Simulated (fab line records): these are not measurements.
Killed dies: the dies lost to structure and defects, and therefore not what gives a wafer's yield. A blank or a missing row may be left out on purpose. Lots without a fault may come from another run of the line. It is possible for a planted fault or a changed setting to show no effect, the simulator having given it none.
Comparing a struck lot with a sound one ; flow sfq_line ; 14 steps out of a route of 325
Sound: these wafers, L574.1, L574.2, L574.4. Struck: wafer L581.3 (left out: L581.2, L581.4 of the same lot, which were not struck); the cause appears at the end.
For every step that has rows: the tool of each side, followed by ch and its chambers, followed by its first start. Under that, the readings that differ: sound wafers ; struck wafers ; difference of the means ; sigmas: that difference in standard deviations of wafers without a fault.
alike: words and numbers the same on both sides, and readings whose means are apart by under 2 such deviations; not compared: readings that were withheld, readings missing a value for some wafer, numbers with overlapping values and no deviation given by the record, and bounds like >300 which may hide the same value.
A row with sigmas, a row that says differs or no value, or rows on one side alone: a step with any of these is where the two part. Numbers that don't overlap but have no deviation are shown without sigmas and don't part them. A reading missing from all wafers of one side parts the sides only when that side holds two or more wafers.

SFQ_TRILAYER_L0_BARC_OPEN_METAL_ETCH_010: etches BARC in O2, target depth 125 nm, time 41.7 s.
  sound on rie_metal-02 ch 0,1, day 5 09:59; struck on rie_metal-04 ch 1, day 7 00:24
  alike: drypump_motor_current_A, oes_product_au, run_length_s
  not compared: rf_hours_counter_h
SFQ_TRILAYER_L0_ETCH_METAL_ETCH_008: etches MoNx KI in SF6/O2, stops on SiO2, target depth 50 nm, time 25 s.
  sound on rie_metal-02 ch 0,1, day 5 10:02; struck on rie_metal-04 ch 1, day 7 00:28
  alike: drypump_motor_current_A, oes_product_au, run_length_s
  not compared: rf_hours_counter_h
SFQ_TRILAYER_L0_STRIP_STRIP_009: strips in O2.
  sound on rie_metal-02 ch 0,1, day 5 10:05; struck on rie_metal-04 ch 1, day 7 00:30
  alike: drypump_motor_current_A, oes_product_au
  not compared: rf_hours_counter_h
then, 1 step without rows for these wafers: SFQ_TRILAYER_L0_STRIP_SOLV_CLEAN_010 (cleans in NMP, time 600 s).
SFQ_TRILAYER_L0_CAP_PECVD_011: deposits SiO2 from SiH4/N2O, time 13.333 s, target thk 60 nm.
  sound on pecvd-02 ch 0,1, day 5 10:53; struck on pecvd-02 ch 0, day 7 01:17
  alike: heater_power_w, throttle_valve_pct
then, 6 steps without rows for these wafers: SFQ_TRILAYER_L0_VIA_LITHO_COAT_018 (resist thk 62 nm); SFQ_TRILAYER_L0_VIA_LITHO_COAT_013 (resist thk 650 nm); SFQ_TRILAYER_L0_VIA_LITHO_SOFTBAKE_017; SFQ_TRILAYER_L0_VIA_LITHO_EXPOSE_014 (exposes mask L0V, target cd 700 nm); SFQ_TRILAYER_L0_VIA_LITHO_PEB_016 (peb time 60 s); SFQ_TRILAYER_L0_VIA_LITHO_DEVELOP_015 (time 60 s).
-- the record jumps here: 3 days lie between the struck wafers' starts before and after --
SFQ_L0V_OVL_MEAS_903:
  sound: overlay-02 at day 9 01:31; struck: overlay-02 at day 10 11:08
  alike: L0V_OVL
SFQ_TRILAYER_L0_VIA_BARC_OPEN_VIA_ETCH_021: etches BARC in O2, target depth 125 nm, time 41.7 s.
  sound on rie_diel-03 ch 0,2,3, day 9 01:34; struck on rie_diel-04 ch 2, day 10 11:10
reading;sound;struck;difference;sigmas
oes_product_au (a.u.);0.681 0.691 0.690;0.662;-0.025;-5
run_length_s (s);70.1 69.7 70.8;71.6;+1.4;+3
  alike: drypump_motor_current_A
  not compared: rf_hours_counter_h
SFQ_TRILAYER_L0_VIA_ETCH_VIA_ETCH_016: etches SiO2 in CHF3, stops on MoNx KI, target depth 80 nm.
  sound on rie_diel-03 ch 0,2,3, day 9 01:36; struck on rie_diel-04 ch 2, day 10 11:12
  alike: drypump_motor_current_A, oes_product_au

## WHERE THEY PART
At SFQ_TRILAYER_L0_VIA_BARC_OPEN_VIA_ETCH_021 and nowhere else, as far as this record goes. Later steps at which nothing parts them and some readings are alike: SFQ_TRILAYER_L0_VIA_ETCH_VIA_ETCH_016.

WHY: whatever the simulator had introduced
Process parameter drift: rie_diel-04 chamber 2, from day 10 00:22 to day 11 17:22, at SFQ_TRILAYER_L0_VIA_BARC_OPEN_VIA_ETCH_021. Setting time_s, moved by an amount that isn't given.
